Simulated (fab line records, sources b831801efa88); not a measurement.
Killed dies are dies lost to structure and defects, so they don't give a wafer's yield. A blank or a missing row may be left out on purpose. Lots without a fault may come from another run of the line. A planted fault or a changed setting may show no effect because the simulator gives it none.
One fault seen from 2 desks | flow gf180mcu | each desk has only its own numbers; what lay behind them comes last

THE TOOL OWNER'S DESK: implanter-01
The tool's own readings at GF_HV_LDD_IMPLANT_36: means of the sampled wafers that have a number, for each lot that ran on this tool. A lot is out of limits, marked OUT, if its mean lies more than 4 standard deviations from the usual mean; the brackets give that distance.
Columns: A = dose_ions_cm2 at GF_HV_LDD_IMPLANT_36, usual 7.501e+12
lot  | first seen here | A
L523 | day 12 02:01    | 7.500e+12
L528 | day 13 20:44    | 7.173e+12 (-42) OUT
L529 | day 14 10:40    | 7.178e+12 (-41) OUT
L539 | day 17 13:46    | 7.511e+12
L540 | day 17 18:22    | 7.501e+12
L541 | day 18 01:38    | 7.512e+12
This desk's finding: out of limits on L528, L529; first on L528, day 13 20:44 (dose_ions_cm2 at GF_HV_LDD_IMPLANT_36). In limits: L523, L539, L540, L541.

THE METROLOGY DESK
What the gauges read, lot by lot, whatever tool the lot ran on: means of the sampled wafers that have a number. A lot is out of limits, marked OUT, if its mean lies more than 4 standard deviations from the usual mean; the brackets give that distance.
Columns: A = V1_CVD_02_THK at GF_V1_THK_MEAS_03, usual 855 nm
lot  | first seen here | A
L521 | day 17 01:43    | 865
L522 | day 17 10:52    | 857
L523 | day 17 18:27    | 844
L524 | day 18 11:20    | 860
L527 | day 19 10:58    | 861
L528 | day 19 20:10    | 858
L529 | day 20 10:47    | 854
L532 | day 21 09:17    | 850
L539 | day 23 20:56    | 863
L540 | day 23 23:44    | 858
L541 | day 24 07:26    | 846
L542 | day 24 17:43    | 854
L543 | day 24 23:37    | 852
L544 | day 25 05:11    | 850
This desk's finding: nothing out of limits on any of the 14 lots.

PUT TOGETHER
The tool owner's desk could have raised an alarm at day 13 20:44, on L528, L529.
The metrology desk saw nothing out of limits.
The metrology desk has L528, L529 on record, within its limits.
Of the lots named, all ran GF_HV_LDD_IMPLANT_36 on implanter-01.

WHAT THE SIMULATOR HAD PUT IN
Process parameter drift: implanter-01, from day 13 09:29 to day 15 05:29, at GF_HV_LDD_IMPLANT_36. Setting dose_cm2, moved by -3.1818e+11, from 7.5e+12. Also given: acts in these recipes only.
Lots struck among those shown: L528, L529.
Hours from the fault's start to each desk's first reading out of limits: the tool owner's desk, 11.
